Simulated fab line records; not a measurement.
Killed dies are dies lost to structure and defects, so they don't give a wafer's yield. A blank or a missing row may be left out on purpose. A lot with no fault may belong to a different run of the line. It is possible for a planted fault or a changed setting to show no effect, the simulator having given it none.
Chamber matching | flow sky130 | 4 sister chambers for SKY_VIA4_CMP_21 on cmp-02
The step polishes, stops on SiO2, t overpolish 25 s, target thk 0 nm. 14 wafers are shown with their chamber, then 6 later ones without.

WAFERS, EACH WITH ITS CHAMBER
wafer  | chamber | motor-current-A (A) | time-to-endpoint-s (s) | retaining-ring-pressure-frac
L251.2 | 0       | 10.8                | 121                    | 0.994
L251.4 | 3       | 13.0                | 128                    | 1.004
L251.6 | 1       | 11.6                | 123                    | 0.993
L255.1 | 1       | 11.1                | 126                    | 0.996
L255.5 | 3       | 13.5                | 132                    | 1.009
L255.6 | 2       | 9.7                 | 114                    | 0.997
L256.1 | 0       | 11.2                | 123                    | 0.996
L256.3 | 3       | 13.3                | 128                    | 1.003
L256.4 | 2       | 9.2                 | 118                    | 0.997
L257.1 | 2       | 9.4                 | 115                    | 0.998
L257.2 | 0       | 11.2                | 121                    | 0.998
L257.6 | 1       | 10.8                | 126                    | 0.999
L259.4 | 0       | 11.5                | 120                    | 1.003
L259.6 | 1       | 12.0                | 126                    | 0.995

SIGNATURES (averages over the wafers above)
reading                      | chamber 0 | chamber 1 | chamber 2 | chamber 3 | scatter within a chamber
motor-current-A              | 11.175    | 11.375    | 9.433     | 13.267    | 0.367
time-to-endpoint-s           | 121.25    | 125.25    | 115.67    | 129.33    | 1.76
retaining-ring-pressure-frac | 0.99775   | 0.99575   | 0.99733   | 1.00533   | 0.00291
Rule: distance of a wafer from a chamber = root of the sum over the readings of ((wafer's reading minus chamber's mean) / reading's scatter) squared. If the next closest chamber is less than 2 further off than the closest, the wafer can't be placed; otherwise it belongs to the closest. The scatter is the square root of a quotient: the sum, over the shown wafers, of each reading's squared deviation from its chamber's mean, divided by wafers minus chambers.

WAFERS WHOSE CHAMBER IS MISSING
wafer  | motor-current-A (A) | time-to-endpoint-s (s) | retaining-ring-pressure-frac
L267.1 | 9.5                 | 109                    | 0.997
L267.2 | 11.9                | 115                    | 1.001
L267.5 | 10.8                | 116                    | 0.999
L268.1 | 11.1                | 120                    | 0.995
L268.4 | 13.7                | 127                    | 0.996
L268.6 | 11.3                | 125                    | 1.001

CHAMBER TAKEN BY EACH
wafer  | from the rows above     | in truth
L267.1 | 2                       | 2
L267.2 | 0                       | 0
L267.5 | can't be placed: 0 or 2 | 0
L268.1 | can't be placed: 0 or 1 | 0
L268.4 | 3                       | 3
L268.6 | can't be placed: 1 or 0 | 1
3 of 6 placed correctly. These rows do not allow placing 3 (true chamber among the candidates in 3). Wrongly placed: 0.
